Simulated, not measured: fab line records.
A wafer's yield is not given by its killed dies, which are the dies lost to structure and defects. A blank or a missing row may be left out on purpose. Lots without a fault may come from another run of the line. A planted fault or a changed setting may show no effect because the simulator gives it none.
The same fault as seen by 2 desks || flow sky130 || each desk holds nothing but its own numbers, with what lay behind them at the end

## DESK OF THE TOOL OWNER: rtp-anneal-01
Per lot that ran on this tool, the mean of the sampled wafers carrying a number, from the tool's own readings at SKY_SD_N_RTA_14 (time 2 s). A lot is out of limits, marked OUT, if its mean lies more than 4 standard deviations from the usual mean; the brackets give that distance.
Columns: A = lamp-power-pct at SKY_SD_N_RTA_14, usual 15.74 %; B = wafer_temp_C_max at SKY_SD_N_RTA_14, usual 1078.0
{"lot": "L921", "first seen here": "day 27 23:26", "A": 15.68, "B": 1077.6}
{"lot": "L922", "first seen here": "day 28 18:56", "A": 15.74, "B": 1078.7}
{"lot": "L925", "first seen here": "day 29 05:55", "A": 15.76, "B": 1077.7}
{"lot": "L931", "first seen here": "day 31 13:43", "A": 15.77, "B": 1078.5}
{"lot": "L933", "first seen here": "day 32 06:33", "A": "14.83 (-18) OUT", "B": 1077.7}
{"lot": "L935", "first seen here": "day 32 20:55", "A": "14.79 (-18) OUT", "B": 1078.1}
This desk's verdict: out of limits on L933, L935, starting with L933 at day 32 06:33 (lamp-power-pct at SKY_SD_N_RTA_14). L921, L922, L925, L931: within limits.

## AT THE METROLOGY DESK
What the gauges read for every lot (on any tool): the sampled wafers with a number, averaged. A lot is out of limits, marked OUT, if its mean lies more than 4 standard deviations from the usual mean; the brackets give that distance.
Columns: A = VT_ADJUST_NCORE_TW at SKY_VT_ADJUST_NCORE_TW_MEAS_11, usual 219.1; B = SD_N_RS at SKY_SD_N_RS_MEAS_16, usual 68.52 ohm/sq; C = SD_P_RS at SKY_SD_N_RS_MEAS_17, usual 146.9 ohm/sq
{"lot": "L921", "first seen here": "day 8 16:56", "A": 216.1, "B": 68.45, "C": 146.6}
{"lot": "L922", "first seen here": "day 9 07:05", "A": 223.6, "B": 68.47, "C": 147.1}
{"lot": "L925", "first seen here": "day 9 15:58", "A": 223.8, "B": 68.62, "C": 146.6}
{"lot": "L926", "first seen here": "day 10 07:31", "A": 217.3, "B": 68.62, "C": 147.3}
{"lot": "L931", "first seen here": "day 11 13:50", "A": 216.2, "B": 68.47, "C": 146.9}
{"lot": "L932", "first seen here": "day 11 21:12", "A": 222.9, "B": 68.58, "C": 147.1}
{"lot": "L933", "first seen here": "day 12 02:11", "A": 217.8, "B": "72.42 (+33) OUT", "C": "171.6 (+63) OUT"}
{"lot": "L935", "first seen here": "day 12 20:47", "A": 216.9, "B": "72.87 (+36) OUT", "C": "172.2 (+65) OUT"}
{"lot": "L939", "first seen here": "day 14 10:25", "A": 216.8, "B": 68.40, "C": 147.1}
{"lot": "L942", "first seen here": "day 14 15:40", "A": 217.6, "B": 68.50, "C": 147.2}
{"lot": "L944", "first seen here": "day 15 10:38", "A": 216.0, "B": 68.49, "C": 147.3}
This desk finds L933, L935 out of limits, with the earliest case on L933 at day 32 06:43 (SD_N_RS at SKY_SD_N_RS_MEAS_16). L921, L922, L925, L926, L931, L932, L939, L942, L944: within limits.

## PUT TOGETHER
On L933, L935, at day 32 06:33, an alarm was possible from the tool owner's desk.
L933, L935 would have let the metrology desk raise an alarm at day 32 06:43.
SKY_SD_N_RTA_14 was run on rtp-anneal-01 by each of the lots named.

## WHAT WAS PUT IN BY THE SIMULATOR
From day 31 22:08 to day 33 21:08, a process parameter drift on rtp-anneal-01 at SKY_SD_N_RTA_14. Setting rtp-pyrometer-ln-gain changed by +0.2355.
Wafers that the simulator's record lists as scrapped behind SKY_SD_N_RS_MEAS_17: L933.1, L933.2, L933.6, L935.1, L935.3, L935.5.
Struck lots among those shown: L933, L935.
Counting hours from when the fault started, the first reading out of limits came at 8 for the tool owner's desk and at 9 for the metrology desk.
